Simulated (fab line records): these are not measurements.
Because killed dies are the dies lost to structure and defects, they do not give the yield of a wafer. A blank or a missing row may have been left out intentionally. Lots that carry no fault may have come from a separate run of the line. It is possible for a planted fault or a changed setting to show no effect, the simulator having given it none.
Struck lot and sound lot, side by side || flow sky130 || 36 out of 708 route steps
Sound: these wafers, L617.1, L617.2, L617.5. The struck wafers were L631.3, L631.4, L631.6. The cause comes at the end.
Order at every step that has rows: each side's tool, ch and its chambers, its first start. Under that, the readings that differ: sound wafers || struck wafers || difference of the means || sigmas: that difference in standard deviations of wafers without a fault.
alike: readings with means less than 2 such deviations apart, plus words and numbers identical on both sides. not compared: withheld readings, readings lacking a value on some wafer, bounds such as >300 that could conceal the same value, and numbers that have no deviation in the record and whose values overlap.
Wherever a step has rows on one side only, a row that says differs or no value, or a row with sigmas, the two part there. Numbers that have no deviation but don't overlap get no sigmas and don't part them. A reading missing from all wafers of one side parts the sides only when that side holds two or more wafers.

first, 9 steps without rows for these wafers: SKY_VIA3_ETCH_14 (etches BARC in N2/H2, stops on SiO2, time 45.9 s, target depth 60 nm); SKY_VIA3_ETCH_15 (etches SiO2 in C4F8/O2/Ar, stops on TiN, target depth 507 nm, time 78 s); SKY_VIA3_STRIP_16 (strips in O2/N2); SKY_VIA3_STRIP_17 (strips in post etch residue remover, time 1200 s); SKY_VIA3_CLEAN_18 (cleans in IPA, time 180 s); SKY_VIA3_CLEAN_19 (cleans in O3/DIW); SKY_VIA3_SPUTTER_20 (material TiN, target thk 20 nm, time 80 s); SKY_VIA3_CVD_21 (deposits W, target thk 390 nm, time 117.31 s); SKY_VIA3_CMP_24 (polishes, stops on SiO2, t overpolish 20 s, target thk 0 nm).
SKY_METAL4_SPUTTER_00: material Ti, target thk 15 nm, time 10 s.
  sound on pvd-sputter-03, day 43 19:58; struck on pvd-sputter-01, day 46 22:27
  alike: throttle-valve-pct
then, 25 steps without rows for these wafers: SKY_METAL4_SPUTTER_01 (material TiN, target thk 20 nm, time 16.7 s); SKY_METAL4_SPUTTER_02 (material AlCu, target thk 735 nm, time 39.1 s); SKY_METAL4_SPUTTER_03 (material Ti, target thk 5 nm, time 3.3 s); SKY_METAL4_SPUTTER_04 (material TiN, target thk 70 nm, time 58.3 s); SKY_CAP2M_CVD_00 (deposits SiO2, target thk 15.5 nm); SKY_CAP2M_SPUTTER_02 (material TiN, target thk 200 nm, time 166.7 s); SKY_CAP2M_DEHYDRATE_05 (time 60 s); SKY_CAP2M_HMDS_06 (prime time 60 s); SKY_CAP2M_COAT_07 (resist thk 1140 nm); SKY_CAP2M_SOFTBAKE_08 (time 60 s); SKY_CAP2M_EXPOSE_09 (exposes mask CAP2M, target cd 1000 nm); SKY_CAP2M_PEB_10; SKY_CAP2M_DEVELOP_11 (develop time 60 s); SKY_CAP2M_METAL_ETCH_13 (etches TiN in Cl2/BCl3, stops on SiO2, target depth 220 nm, time 62.9 s); SKY_CAP2M_STRIP_14 (strips in O2/N2); SKY_CAP2M_STRIP_15 (strips in post etch residue remover, time 1200 s); SKY_CAP2M_CLEAN_16 (cleans in IPA, time 180 s); SKY_CAP2M_CLEAN_17 (cleans in O3/DIW); SKY_METAL4_DEHYDRATE_05 (time 60 s); SKY_METAL4_HMDS_06 (prime time 60 s); SKY_METAL4_COAT_07 (resist thk 60 nm); SKY_METAL4_COAT_08 (resist thk 1140 nm); SKY_METAL4_SOFTBAKE_09 (time 90 s); SKY_METAL4_EXPOSE_10 (exposes mask MM4, target cd 300 nm); SKY_METAL4_PEB_11.
-- the record jumps here: 5 days lie between the struck wafers' starts before and after (it left off in module METAL4 and takes up again in module PAD_OPEN, whose first step shown is number 708 of the route) --
SKY_PAD_OPEN_PROBE_99:
  sound on prober-02, day 49 12:21; struck on prober-02, day 51 23:15
{"reading": "hold", "sound": "- - -", "struck": "await-dispo/5.0h/release await-dispo/5.0h/release await-dispo/5.0h/release", "difference": "no value on the sound wafers", "sigmas": ""}
{"reading": "defect-limited-yield (%)", "sound": "83.1 82.9 83.5", "struck": "74.0 72.0 73.0", "difference": -10.2, "sigmas": -6}
{"reading": "killed_at_M4_up", "sound": "2 3 3", "struck": "54 59 62", "difference": "+56", "sigmas": "+37"}
{"reading": "killed-dies", "sound": "83 84 81", "struck": "128 138 133", "difference": "+50", "sigmas": "+6"}
{"reading": "sort_bin_3_pad_short (%)", "sound": "1.4 0.6 1.0", "struck": "2.8 4.9 3.5", "difference": "+2.7", "sigmas": "+7"}
{"reading": "sort_bin_5_function (%)", "sound": "10.0 9.3 8.9", "struck": "15.0 16.5 16.9", "difference": "+6.7", "sigmas": "+5"}
{"reading": "sort-n-pass", "sound": "409 408 411", "struck": "364 354 359", "difference": -50, "sigmas": -6}
{"reading": "sort-yield-pct (%)", "sound": "83.1 82.9 83.5", "struck": "74.0 72.0 73.0", "difference": -10.2, "sigmas": -6}
{"reading": "model.etest.tester.sort-n-pass", "sound": "409 408 411", "struck": "364 354 359", "difference": -50, "sigmas": ""}
{"reading": "model.etest.tester.sort-yield-pct (%)", "sound": "83.13 82.93 83.54", "struck": "73.98 71.95 72.97", "difference": -10.23, "sigmas": ""}
{"reading": "model.etest.tester.sort_bin_5_pct (%)", "sound": "9.959 9.35 8.943", "struck": "15.04 16.46 16.87", "difference": "+6.71", "sigmas": ""}
{"reading": "model.etest.tester.sort_bin_3_pct (%)", "sound": "1.423 0.6098 1.016", "struck": "2.846 4.878 3.455", "difference": "+2.710", "sigmas": ""}
  alike: killed_at_M0_to_M3, killed-at-contacts, killed-at-front-end, killed-at-other, killed-open, killed-short, sort_bin_6_memory

## WHERE THEY PART
At SKY_PAD_OPEN_PROBE_99 and nowhere else, as far as this record goes.

WHY: the cause the simulator had injected
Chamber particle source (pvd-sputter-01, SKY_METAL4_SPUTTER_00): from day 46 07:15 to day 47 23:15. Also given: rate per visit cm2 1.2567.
